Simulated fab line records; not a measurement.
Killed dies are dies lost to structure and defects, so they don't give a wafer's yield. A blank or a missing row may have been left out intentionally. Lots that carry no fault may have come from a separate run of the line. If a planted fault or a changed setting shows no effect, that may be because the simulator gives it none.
Matching of chambers	flow sfq_line	SFQ_TRILAYER_I0_CMP_CMP_028 on cmp-02: 4 sister chambers
The step polishes SiO2. 4 wafers are shown with their chamber, then 8 later ones without.

## EACH WAFER AND ITS CHAMBER
wafer	chamber	motor_current_A (A)
L141.5	1	10.3
L145.2	2	9.9
L145.5	3	9.1
L147.2	0	9.8

## WAFERS WITH NO CHAMBER GIVEN
wafer	motor_current_A (A)
L147.3	9.5
L147.5	9.6
L151.2	9.5
L151.5	10.0
L151.6	9.7
L157.1	9.5
L157.2	9.6
L157.6	9.9

## THE CHAMBER EACH PASSED THROUGH
wafer	from the rows above	in truth
L147.3	can't be placed: 0 or 2 or 3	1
L147.5	can't be placed: 0 or 2 or 3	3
L151.2	can't be placed: 0 or 2 or 3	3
L151.5	can't be placed: 2 or 0 or 1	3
L151.6	can't be placed: 0 or 2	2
L157.1	can't be placed: 0 or 2 or 3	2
L157.2	can't be placed: 0 or 2 or 3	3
L157.6	can't be placed: 2 or 0 or 1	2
Correctly placed: 0 of 8. Cannot be placed on the basis of these rows: 8; the candidates contain the true chamber in 6. 0 placed wrongly.
How it was worked out, from the rows above alone: a wafer's distance from a chamber is the root of the sum, over the readings, of the square of ((its reading less the chamber's mean) divided by the reading's scatter). The wafer belongs to the nearest chamber; if the next one is less than 2 further off, it can't be placed. A chamber's mean is the mean of its shown wafers. The scatter (one wafer shown for each chamber): square how far every hidden wafer sits from the nearest shown wafer, average those squares and take the square root.
